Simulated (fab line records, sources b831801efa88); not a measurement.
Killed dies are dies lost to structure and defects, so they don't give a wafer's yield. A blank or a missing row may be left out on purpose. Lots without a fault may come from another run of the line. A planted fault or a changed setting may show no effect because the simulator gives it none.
fab line records | flow gf180mcu
record lots=13 wafers=39 last_day=34
route steps=602 shown STI@16 MVPSD@87 VT_IMPLANT@111 DUAL_GATE@152
lots that met no fault: from a run of the same line without faults
start_h: hours from the record's first day to the start of the lot's first wafer shown | wait_h: hours since the lot's step before | " the same as in the row above | L1.1+2: a row that stands for several wafers | - no value, or no start given | * or withheld: withheld | < > ~ a bound
route shown NAME@n: a module of which the file shows steps, and the number in the route of the first | usual: mean/standard deviation of fault-free wafers | same: alike in all rows | chamber/n: place in a boat | sites: the reading at each site | _std_site: their standard deviation | _edge_site: outer sites' mean less inner sites' | radius_mm: how far each site lies from the wafer's centre | mask NAME#n: copy n | behind: the tool/chamber that last shaped the wafer | hold: why the lot was held/for how many hours/how that ended | device: the transistor (n, p or np) that didn't switch | end of line: the same wafers' tests at the end of the route | a step without rows: its recipe alone | killed: dies lost to structure and defects at the first sort, not the wafer's yield | map: a wafer's dies, x killed, . not, _ none there
set.NAME: the setting as run; set.NAME@STEP: as run at that earlier step | model.NAME: the simulator's own value behind a step, which no gauge read
steps of the route over a sample of lots; a table a step, a row a wafer
services: from which hour (start_h, from the record's first day; less than 0 if before it) a tool's chamber was out of use, for how many hours, and why
## steps
# step GF_STI_STRIP_15
# recipe chemistry=O2/N2 power_w=1400 pressure_mtorr=1500 platen_temp_c=250 o2_flow_sccm=3000 n2_flow_sccm=300 overash_fraction=0.5
# usual drypump_motor_current_A=5.8/0.4 heater_power_w=360/40 oes_product_au=0.384/0.0048 platen_temp_c=250.01/0.18 strip_time_to_endpoint_s=3.73/0.036
# same overash_fraction=0.5
# columns lot.wafer tool chamber start_h wait_h drypump_motor_current_A heater_power_w oes_product_au platen_temp_c rf_hours_counter_h strip_time_to_endpoint_s
L474.3 plasma_asher-02 1 30.63 0.1 6.3 414 0.382 249.98 - 3.70
L474.4 " 0 " " 5.9 356 0.378 249.97 - 3.68
L474.5 " 0 " " 5.9 363 0.383 249.86 - 3.66
L476.1 plasma_asher-01 0 42.00 0.0 5.6 294 0.379 250.40 23 3.74
L476.3 " 0 " " 5.6 302 0.384 250.48 - 3.69
L476.6 " 0 " " 5.6 292 0.379 250.14 - 3.72
L477.2 plasma_asher-03 0 45.84 0.0 6.1 362 0.383 250.08 37 3.77
L477.3 " 0 " " 6.1 363 0.390 250.33 - 3.75
L477.6 " 0 " " 6.1 366 0.386 250.11 - 3.75
L478.2 plasma_asher-01 0 51.10 0.0 5.6 307 0.382 249.73 25 3.80
L478.3 " 0 " " 5.6 303 0.382 249.68 - 3.71
L478.6 " 1 " " 5.1 381 0.388 249.88 - 3.78
L480.3 plasma_asher-01 1 61.31 0.1 5.1 390 0.383 249.96 - 3.71
L480.4 " 0 " " 5.6 304 0.383 250.09 - 3.73
L480.5 " 1 " " 5.1 381 0.384 250.01 - 3.78
L481.2 plasma_asher-02 0 69.40 0.0 5.9 367 0.387 249.75 39 3.73
L481.3 " 1 " " 6.3 412 0.378 249.94 - 3.73
L481.4 " 0 " " 5.9 363 0.376 249.70 - 3.73
L483.2 plasma_asher-02 1 79.54 0.0 6.3 420 0.386 249.59 41 3.70
L483.3 " 0 " " 5.9 361 0.383 250.14 - 3.75
L483.5 " 0 " " 5.9 353 0.385 249.85 - 3.74
L484.1 plasma_asher-02 0 83.59 0.0 5.9 357 0.389 249.89 41 3.76
L484.2 " 1 " " 6.3 415 0.384 250.03 41 3.74
L484.6 " 1 " " 6.2 419 0.388 250.15 - 3.79
L486.2 plasma_asher-02 0 91.78 0.0 5.9 357 0.387 250.27 42 3.71
L486.3 " 1 " " 6.3 423 0.386 250.17 - 3.70
L486.4 " 0 " " 5.9 361 0.383 249.93 - 3.69
L487.1 plasma_asher-02 0 99.23 0.0 5.9 362 0.382 249.87 42 3.71
L487.2 " 1 " " 6.3 416 0.384 249.97 42 3.69
L487.5 " 0 " " 5.9 367 0.380 250.03 - 3.71
L494.2 plasma_asher-01 0 134.45 0.0 5.6 305 0.384 250.07 33 3.74
L494.4 " 1 " " 5.1 383 0.395 250.16 - 3.71
L494.6 " 0 " " 5.6 309 0.383 249.87 - 3.71
L495.2 plasma_asher-01 0 138.68 0.0 5.6 304 0.381 249.91 34 3.72
L495.4 " 0 " " 5.6 304 0.383 250.07 - 3.71
L495.6 " 0 " " 5.6 301 0.389 249.83 - 3.71
L496.3 plasma_asher-01 1 145.11 0.1 5.1 384 0.389 249.97 - 3.69
L496.5 " 0 " " 5.6 304 0.381 250.11 - 3.69
L496.6 " 1 " " 5.1 386 0.383 249.87 - 3.68
# step GF_MVPSD_IMPLANT_09
# recipe species=B energy_kev=40 dose_cm2=5e+12 tilt_deg=0
# usual tilt_deg=0.001/0.02
# columns lot.wafer tool chamber start_h wait_h tilt_deg
L474.3 implanter-01 0 100.14 0.1 0.052
L474.4 " 0 " " 0.014
L474.5 " 0 " " 0.018
L476.1 implanter-01 0 114.60 0.1 0.003
L476.3 " 0 " " -0.011
L476.6 " 0 " " -0.011
L477.2 implanter-01 0 121.04 0.1 -0.008
L477.3 " 0 " " 0.014
L477.6 " 0 " " 0.025
L478.2 implanter-03 0 131.67 0.1 -0.012
L478.3 " 0 " " 0.006
L478.6 " 0 " " 0.006
L480.3 implanter-02 0 139.51 0.1 0.011
L480.4 " 0 " " 0.038
L480.5 " 0 " " 0.009
L481.2 implanter-03 0 150.27 0.1 -0.017
L481.3 " 0 " " 0.011
L481.4 " 0 " " -0.014
L483.2 implanter-03 0 158.44 0.1 16.232
L483.3 " 0 " " 16.222
L483.5 " 0 " " 16.228
L484.1 implanter-01 0 164.71 0.1 0.012
L484.2 " 0 " " 0.027
L484.6 " 0 " " 0.027
L486.2 implanter-03 0 173.86 0.1 16.249
L486.3 " 0 " " 16.238
L486.4 " 0 " " 16.241
L487.1 implanter-01 0 181.69 0.1 0.007
L487.2 " 0 " " 0.011
L487.5 " 0 " " -0.017
L494.2 implanter-01 0 223.78 0.1 0.031
L494.4 " 0 " " 0.004
L494.6 " 0 " " 0.022
L495.2 implanter-02 0 229.11 0.1 -0.018
L495.4 " 0 " " -0.014
L495.6 " 0 " " -0.002
L496.3 implanter-02 0 237.01 0.1 -0.023
L496.5 " 0 " " 0.032
L496.6 " 0 " " 0.021
# step GF_VT_IMPLANT_TW_MEAS_21
# usual VT_IMPLANT_2_TW=1224/15
# columns lot.wafer tool chamber start_h wait_h VT_IMPLANT_2_TW
L474.3 film_metro-02 - 128.48 0.1 1233
L474.4 " - " " 1238
L474.5 " - " " 1241
L476.1 film_metro-04 - 144.74 0.1 1220
L476.3 " - " " 1218
L476.6 " - " " 1219
L477.2 film_metro-02 - 152.47 0.1 1233
L477.3 " - " " 1234
L477.6 " - " " 1238
L478.2 film_metro-04 - 161.82 0.1 1220
L478.3 " - " " 1219
L478.6 " - " " 1213
L480.3 film_metro-02 - 170.96 0.1 1244
L480.4 " - " " 1240
L480.5 " - " " 1239
L481.2 film_metro-02 - 183.80 0.1 1245
L481.3 " - " " 1239
L481.4 " - " " 1242
L483.2 film_metro-02 - 192.67 0.1 1235
L483.3 " - " " 1230
L483.5 " - " " 1226
L484.1 film_metro-03 - 198.19 0.1 1195
L484.2 " - " " 1186
L484.6 " - " " 1197
L486.2 film_metro-04 - 208.75 0.1 1219
L486.3 " - " " 1213
L486.4 " - " " 1220
L487.1 film_metro-03 - 216.74 0.1 1190
L487.2 " - " " 1191
L487.5 " - " " 1189
L494.2 film_metro-02 - 260.95 0.1 1227
L494.4 " - " " 1225
L494.6 " - " " 1225
L495.2 film_metro-02 - 265.46 0.1 1229
L495.4 " - " " 1234
L495.6 " - " " 1226
L496.3 film_metro-02 - 274.16 0.1 1234
L496.5 " - " " 1230
L496.6 " - " " 1233
# step GF_VT_IMPLANT_RS_MEAS_49
# recipe thk_meas_gauge=four-point-probe
# usual MVPSD_RS=1169/3.1
# columns lot.wafer tool chamber start_h wait_h MVPSD_RS[ohm/sq]
L474.3 film_metro-03 - 160.46 0.1 1171
L474.4 " - " " 1170
L474.5 " - " " 1170
L476.1 film_metro-01 - 177.68 0.1 1170
L476.3 " - " " 1173
L476.6 " - " " 1171
L477.2 film_metro-02 - 185.46 0.1 1166
L477.3 " - " " 1168
L477.6 " - " " 1171
L478.2 film_metro-02 - 196.38 0.1 1165
L478.3 " - " " 1167
L478.6 " - " " 1167
L480.3 film_metro-03 - 206.02 0.1 1168
L480.4 " - " " 1165
L480.5 " - " " 1165
L481.2 film_metro-01 - 220.03 0.1 1171
L481.3 " - " " 1168
L481.4 " - " " 1170
L483.2 film_metro-03 - 228.53 0.1 -
L483.3 " - " " -
L483.5 " - " " -
L484.1 film_metro-03 - 234.58 0.1 1168
L484.2 " - " " 1168
L484.6 " - " " 1168
L486.2 film_metro-03 - 245.48 0.1 -
L486.3 " - " " -
L486.4 " - " " -
L487.1 film_metro-01 - 254.71 0.1 1173
L487.2 " - " " 1173
L487.5 " - " " 1174
L494.2 film_metro-02 - 301.13 0.1 1167
L494.4 " - " " 1165
L494.6 " - " " 1167
L495.2 film_metro-01 - 306.73 0.1 1172
L495.4 " - " " 1174
L495.6 " - " " 1174
L496.3 film_metro-02 - 314.40 0.1 1167
L496.5 " - " " 1168
L496.6 " - " " 1169
# step GF_DUAL_GATE_OVL_MEAS_11
# usual DUAL_GATE_OVL=-1.3/1.5
# columns lot.wafer tool chamber start_h wait_h DUAL_GATE_OVL[nm]
L474.3 overlay-02 - 179.34 0.1 0.7
L474.4 " - " " 0.5
L474.5 " - " " 0.1
L476.1 overlay-02 - 196.47 0.1 -0.8
L476.3 " - " " -0.3
L476.6 " - " " -1.1
L477.2 overlay-01 - 204.23 0.1 0.2
L477.3 " - " " -1.6
L477.6 " - " " -1.1
L478.2 overlay-01 - 215.28 0.1 -2.2
L478.3 " - " " -2.0
L478.6 " - " " -2.6
L480.3 overlay-02 - 225.84 0.1 -0.3
L480.4 " - " " -2.5
L480.5 " - " " -1.0
L481.2 overlay-01 - 239.47 0.1 -3.3
L481.3 " - " " -3.7
L481.4 " - " " -3.0
L483.2 overlay-02 - 249.41 0.1 0.9
L483.3 " - " " 0.1
L483.5 " - " " -0.1
L484.1 overlay-01 - 254.22 0.1 -3.6
L484.2 " - " " -3.7
L484.6 " - " " -2.9
L486.2 overlay-02 - 266.38 0.1 -0.8
L486.3 " - " " -0.7
L486.4 " - " " -0.2
L487.1 overlay-02 - 275.57 0.1 -2.2
L487.2 " - " " -2.0
L487.5 " - " " 0.1
L494.2 overlay-01 - 325.97 0.1 -0.9
L494.4 " - " " 0.9
L494.6 " - " " -1.1
L495.2 overlay-02 - 329.06 0.1 0.2
L495.4 " - " " 0.1
L495.6 " - " " -1.4
L496.3 overlay-02 - 336.73 0.1 1.0
L496.5 " - " " 1.2
L496.6 " - " " 0.7
## services
# columns tool chamber start_h hours kind
implanter-01 - 23.82 3.3 repair
implanter-03 - 33.55 0.5 repair
implanter-03 - 47.63 1.5 repair
plasma_asher-02 - 51.46 1.0 repair
implanter-01 - 75.77 2.1 repair
implanter-02 - 84.18 4.8 pm
implanter-02 - 106.67 1.8 repair
implanter-02 - 113.73 23.5 repair
plasma_asher-03 - 142.48 1.2 repair
implanter-02 - 146.68 2.1 repair
implanter-01 - 154.93 1.8 repair
implanter-02 - 156.00 2.4 repair
plasma_asher-01 - 191.60 0.4 repair
implanter-03 - 204.41 2.0 repair
plasma_asher-02 - 227.27 2.8 pm
implanter-01 - 234.95 5.8 repair
## key
first_sign step=GF_MVPSD_IMPLANT_09 reading=tilt_deg direction=up sigmas=99+ usual=0.001 struck=16.235
effect step=GF_VT_IMPLANT_RS_MEAS_49 reading=MVPSD_RS direction=missing
met_at GF_MVPSD_IMPLANT_09
struck_lots L483,L486
tester_left_out L483,L486
not_acting_at GF_STI_STRIP_15,GF_VT_IMPLANT_TW_MEAS_21,GF_DUAL_GATE_OVL_MEAS_11
onset_between 150.27 158.44
fault kind=process_parameter_drift tool=implanter-03 chamber=- onset_h=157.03 steps=GF_MVPSD_IMPLANT_09 channel=tilt_deg offset=16.248 shape=step end_h=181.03 acts_in=these_recipes_only stated=0
# tester_left_out: of these lots the tester's yield and bins aren't shown, on N5 and GAA mostly nor the transistor test; their killed dies are dies lost to structure and defects alone, not to doping, threshold or leakage, so they don't give the yield
